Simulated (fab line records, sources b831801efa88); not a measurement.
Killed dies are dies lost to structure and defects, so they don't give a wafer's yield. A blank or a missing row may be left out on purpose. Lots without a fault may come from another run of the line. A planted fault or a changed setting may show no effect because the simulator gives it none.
fab line records | flow sky130
record lots=5 wafers=15 last_day=49
route steps=708 shown LDD_N@251 LDD_P@255
lots that met no fault: from a run of the same line without faults
start_h: hours from the record's first day to the start of the lot's first wafer shown | wait_h: hours since the lot's step before | " the same as in the row above | L1.1+2: a row that stands for several wafers | - no value, or no start given | * or withheld: withheld | < > ~ a bound
route shown NAME@n: a module of which the file shows steps, and the number in the route of the first | usual: mean/standard deviation of fault-free wafers | same: alike in all rows | chamber/n: place in a boat | sites: the reading at each site | _std_site: their standard deviation | _edge_site: outer sites' mean less inner sites' | radius_mm: how far each site lies from the wafer's centre | mask NAME#n: copy n | behind: the tool/chamber that last shaped the wafer | hold: why the lot was held/for how many hours/how that ended | device: the transistor (n, p or np) that didn't switch | end of line: the same wafers' tests at the end of the route | a step without rows: its recipe alone | killed: dies lost to structure and defects at the first sort, not the wafer's yield | map: a wafer's dies, x killed, . not, _ none there
set.NAME: the setting as run; set.NAME@STEP: as run at that earlier step | model.NAME: the simulator's own value behind a step, which no gauge read
lots at some steps of the route; a table a step, a row a wafer
services: from which hour (start_h, from the record's first day; less than 0 if before it) a tool's chamber was out of use, for how many hours, and why
## steps
# step SKY_LDD_N_IMPLANT_14
# recipe species=BF2 energy_kev=50 dose_cm2=5e+12 tilt_deg=30 rotation_deg=180
# columns lot.wafer tool chamber start_h wait_h
L085.4+5+6 implanter-04 0 514.14 0.1
L087.1+2+3 implanter-03 0 526.16 0.1
L088.1+5+6 implanter-01 0 528.87 0.1
L090.2+3+5 implanter-03 0 545.18 0.1
L091.1+2+4 implanter-01 0 560.82 0.1
# step SKY_LDD_N_IMPLANT_15
# recipe species=BF2 energy_kev=50 dose_cm2=5e+12 tilt_deg=30 rotation_deg=270
# columns lot.wafer tool chamber start_h wait_h
L085.4+5+6 implanter-04 0 514.29 0.1
L087.1+2+3 implanter-03 0 526.31 0.1
L088.1+5+6 implanter-01 0 529.02 0.1
L090.2+3+5 implanter-03 0 545.33 0.1
L091.1+2+4 implanter-01 0 560.97 0.1
# step SKY_LDD_N_STRIP_16
# recipe chemistry=O2/N2 power_w=1400 pressure_mtorr=1500 platen_temp_c=withheld o2_flow_sccm=3000 n2_flow_sccm=300 overash_fraction=0.5
# usual drypump_motor_current_A=5.8/0.55 n2_flow_sccm=300.0/0.83 oes_product_au=0.407/0.0048 strip_time_to_endpoint_s=4.321/0.014
# columns lot.wafer tool chamber start_h wait_h drypump_motor_current_A n2_flow_sccm oes_product_au rf_hours_counter_h strip_time_to_endpoint_s
L085.4 plasma_asher-02 0 514.40 0.1 6.3 299.0 0.403 - 4.337
L085.5 " 1 " " 5.9 299.2 0.396 - 4.326
L085.6 " 0 " " 6.3 299.9 0.411 - 4.330
L087.1 plasma_asher-04 0 526.46 0.1 6.8 299.0 0.412 72 4.354
L087.2 " 1 " " 5.2 301.6 0.399 72 4.328
L087.3 " 0 " " 6.8 299.3 0.406 - 4.335
L088.1 plasma_asher-01 1 529.17 0.1 5.5 300.9 0.410 10 4.329
L088.5 " 1 " " 5.5 299.8 0.410 - 4.326
L088.6 " 0 " " 5.2 301.0 0.409 - 4.334
L090.2 plasma_asher-02 1 545.46 0.1 5.9 300.4 0.399 40 4.299
L090.3 " 0 " " 6.3 299.3 0.408 - 4.304
L090.5 " 0 " " 6.3 299.1 0.403 - 4.311
L091.1 plasma_asher-02 1 561.12 0.1 5.9 300.1 0.403 41 4.320
L091.2 " 0 " " 6.3 299.1 0.410 41 4.321
L091.4 " 0 " " 6.3 299.3 0.404 - 4.312
# step SKY_LDD_N_TW_MEAS_17
# usual LDD_N_TW=2559/17
# columns lot.wafer tool chamber start_h wait_h LDD_N_TW
L085.4 film_metro-03 - 514.49 0.1 2573
L085.5 " - " " 2565
L085.6 " - " " 2549
L087.1 film_metro-03 - 526.56 0.1 2555
L087.2 " - " " 2565
L087.3 " - " " 2556
L088.1 film_metro-02 - 529.27 0.1 2578
L088.5 " - " " 2555
L088.6 " - " " 2577
L090.2 film_metro-01 - 545.57 0.1 2555
L090.3 " - " " 2547
L090.5 " - " " 2547
L091.1 film_metro-02 - 561.22 0.1 2587
L091.2 " - " " 2575
L091.4 " - " " 2592
# step SKY_LDD_P_DEHYDRATE_00
# recipe temp_c=200 time_s=60
# usual heater_power_total_W=160.36/0.12 resist_line_temp_C=23.01/0.11
# columns lot.wafer tool chamber start_h wait_h heater_power_total_W resist_line_temp_C
L085.4 litho_track-02 0 529.65 15.1 160.25 23.06
L085.5 " 0 " " 160.29 23.02
L085.6 " 0 " " 160.57 22.90
L087.1 litho_track-02 0 540.03 13.5 160.36 23.00
L087.2 " 0 " " 160.17 23.08
L087.3 " 0 " " 160.25 23.02
L088.1 litho_track-04 0 542.78 13.5 160.29 22.90
L088.5 " 0 " " 160.28 23.01
L088.6 " 0 " " 160.30 22.97
L090.2 litho_track-04 0 559.91 14.3 160.54 23.29
L090.3 " 0 " " 160.30 22.91
L090.5 " 0 " " 160.45 23.10
L091.1 litho_track-04 0 574.13 12.9 160.20 23.09
L091.2 " 0 " " 160.26 23.17
L091.4 " 0 " " 160.24 23.24
# step SKY_LDD_P_HMDS_01
# recipe prime_time_s=60 prime_temp_c=120
# usual resist_line_temp_C=23.00/0.1
# same prime_time_s=60
# columns lot.wafer tool chamber start_h wait_h resist_line_temp_C
L085.4 litho_track-02 0 529.80 0.1 23.18
L085.5 " 0 " " 23.02
L085.6 " 0 " " 23.15
L087.1 litho_track-02 0 540.18 0.1 22.76
L087.2 " 0 " " 23.09
L087.3 " 0 " " 22.98
L088.1 litho_track-04 0 542.93 0.1 22.80
L088.5 " 0 " " 22.98
L088.6 " 0 " " 23.09
L090.2 litho_track-04 0 560.06 0.1 22.98
L090.3 " 0 " " 22.96
L090.5 " 0 " " 22.85
L091.1 litho_track-04 0 574.28 0.1 22.97
L091.2 " 0 " " 22.91
L091.4 " 0 " " 23.00
# step SKY_LDD_P_COAT_02
# recipe resist=NOVOLAK spin_rpm=3000 resist_thk_nm=1140
# usual resist_line_temp_C=23.01/0.11
# columns lot.wafer tool chamber start_h wait_h resist_line_temp_C
L085.4 litho_track-02 0 529.95 0.1 23.06
L085.5 " 0 " " 22.90
L085.6 " 0 " " 23.03
L087.1 litho_track-02 0 540.33 0.1 23.13
L087.2 " 0 " " 23.03
L087.3 " 0 " " 23.13
L088.1 litho_track-04 0 543.08 0.1 22.83
L088.5 " 0 " " 22.96
L088.6 " 0 " " 23.05
L090.2 litho_track-04 0 560.21 0.1 22.89
L090.3 " 0 " " 22.90
L090.5 " 0 " " 23.08
L091.1 litho_track-04 0 574.43 0.1 22.99
L091.2 " 0 " " 23.16
L091.4 " 0 " " 23.27
# step SKY_LDD_P_SOFTBAKE_03
# recipe temp_c=90 time_s=60 resist=NOVOLAK
# usual heater_power_total_W=56.60/0.042 resist_line_temp_C=22.99/0.11
# columns lot.wafer tool chamber start_h wait_h heater_power_total_W resist_line_temp_C
L085.4 litho_track-02 0 530.10 0.1 56.52 22.75
L085.5 " 0 " " 56.61 22.95
L085.6 " 0 " " 56.51 22.94
L087.1 litho_track-02 0 540.48 0.1 56.62 23.09
L087.2 " 0 " " 56.59 22.97
L087.3 " 0 " " 56.56 22.93
L088.1 litho_track-04 0 543.23 0.1 56.60 22.90
L088.5 " 0 " " 56.58 23.10
L088.6 " 0 " " 56.53 23.09
L090.2 litho_track-04 0 560.36 0.1 56.60 23.13
L090.3 " 0 " " 56.57 23.14
L090.5 " 0 " " 56.53 23.04
L091.1 litho_track-04 0 574.58 0.1 56.53 23.01
L091.2 " 0 " " 56.66 23.06
L091.4 " 0 " " 56.64 22.97
# step SKY_LDD_P_EXPOSE_04
# recipe mask_id=PSDM na=0.6 source_shape=conventional sigma_outer=0.6 polarization=unpolarized target_cd_nm=380 dose_mj=138
# usual focus_offset_nm=-0.1/0.46
# columns lot.wafer tool chamber start_h wait_h mask focus_offset_nm
L085.4 iline_stepper-01 0 - - PSDM#0 -0.5
L085.5 " 0 " " PSDM#0 -0.1
L085.6 " 0 " " PSDM#0 -0.3
L087.1 iline_stepper-02 0 - - PSDM#0 0.2
L087.2 " 0 " " PSDM#0 0.1
L087.3 " 0 " " PSDM#0 -0.1
L088.1 iline_stepper-01 0 - - PSDM#0 0.3
L088.5 " 0 " " PSDM#0 0.0
L088.6 " 0 " " PSDM#0 -1.2
L090.2 iline_stepper-02 0 - - PSDM#0 -0.1
L090.3 " 0 " " PSDM#0 0.6
L090.5 " 0 " " PSDM#0 0.1
L091.1 iline_stepper-02 0 - - PSDM#0 0.2
L091.2 " 0 " " PSDM#0 0.5
L091.4 " 0 " " PSDM#0 -0.1
# step SKY_LDD_P_PEB_05
# recipe temp_c=withheld time_s=* resist=NOVOLAK
# usual resist_line_temp_C=*
# columns lot.wafer tool chamber start_h wait_h resist_line_temp_C
L085.4 litho_track-04 0 - - *
L085.5 " 0 " " *
L085.6 " 0 " " *
L087.1 litho_track-03 0 - - *
L087.2 " 0 " " *
L087.3 " 0 " " *
L088.1 litho_track-02 0 - - *
L088.5 " 0 " " *
L088.6 " 0 " " *
L090.2 litho_track-04 0 - - *
L090.3 " 0 " " *
L090.5 " 0 " " *
L091.1 litho_track-04 0 - - *
L091.2 " 0 " " *
L091.4 " 0 " " *
## services
# columns tool chamber start_h hours kind
iline_stepper-01 - 493.10 3.9 repair
implanter-01 - 501.31 1.6 repair
iline_stepper-02 0 514.67 - calibration
iline_stepper-01 0 516.66 - calibration
plasma_asher-02 - 557.85 1.2 repair
implanter-03 - 566.98 8.6 pm
implanter-03 - 577.95 3.3 pm
## key
fault none
